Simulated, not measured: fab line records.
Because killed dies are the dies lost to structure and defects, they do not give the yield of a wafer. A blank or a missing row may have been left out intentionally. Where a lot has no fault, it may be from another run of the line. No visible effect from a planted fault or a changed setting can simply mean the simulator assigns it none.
The tool behind it: which one? / flow sky130 / 12 lots, 36 wafers sampled, at 1 step of a route of 708

== WHAT THE GAUGES SHOWED, per wafer ==
SKY_VT_ADJUST_NCORE_CD_MEAS_07: target cd 380 nm.
lot=L075; measured=day 9 16:06; on=cd_sem-01; cd_nm (nm)=380.6 379.8 382.2
lot=L077; measured=day 9 22:31; on=cd_sem-02; cd_nm (nm)=381.4 381.4 382.1
lot=L079; measured=day 10 08:38; on=cd_sem-02; cd_nm (nm)=380.4 378.5 378.5
lot=L081; measured=day 10 16:44; on=cd_sem-01; cd_nm (nm)=376.5 379.1 379.5
lot=L083; measured=day 11 07:15; on=cd_sem-01; cd_nm (nm)=380.8 379.1 379.0
lot=L085; measured=day 11 19:27; on=cd_sem-01; cd_nm (nm)=379.9 378.5 377.4
lot=L087; measured=day 12 09:53; on=cd_sem-01; cd_nm (nm)=376.0 376.6 376.7
lot=L089; measured=day 13 00:33; on=cd_sem-01; cd_nm (nm)=382.5 378.8 378.4
lot=L091; measured=day 13 11:27; on=cd_sem-01; cd_nm (nm)=381.7 379.5 382.5
lot=L093; measured=day 14 08:31; on=cd_sem-01; cd_nm (nm)=379.9 378.1 378.5
lot=L095; measured=day 14 21:43; on=cd_sem-01; cd_nm (nm)=376.2 375.2 374.7
lot=L097; measured=day 15 05:37; on=cd_sem-01; cd_nm (nm)=380.6 379.5 380.9

== WHICH TOOL RAN EACH LOT (tool, then ch and the chambers of the sampled wafers, then the start) ==
The record holds no process step before these readings.

== THE ANSWER, worked out from the rows above alone ==
Rule: usual is defined by the lots themselves. The widest of any qualifying gaps counts: lots, ordered by their means at a reading, are off when they make up no more than a third of the lots, leave a main group of 4 or more, and stand apart from it by 3 or more times the standard deviation of that group's means. A main group whose means are all the same, to the digits that the tables above print for the reading, isn't used. A lot without any number at a reading at which 4 lots or more have one is off too. Where the step has rows for the other lots, those lots are counted as sound.
None of the lots is off at any reading shown; this tells nothing.

== WHAT THE SIMULATOR PUT IN ==
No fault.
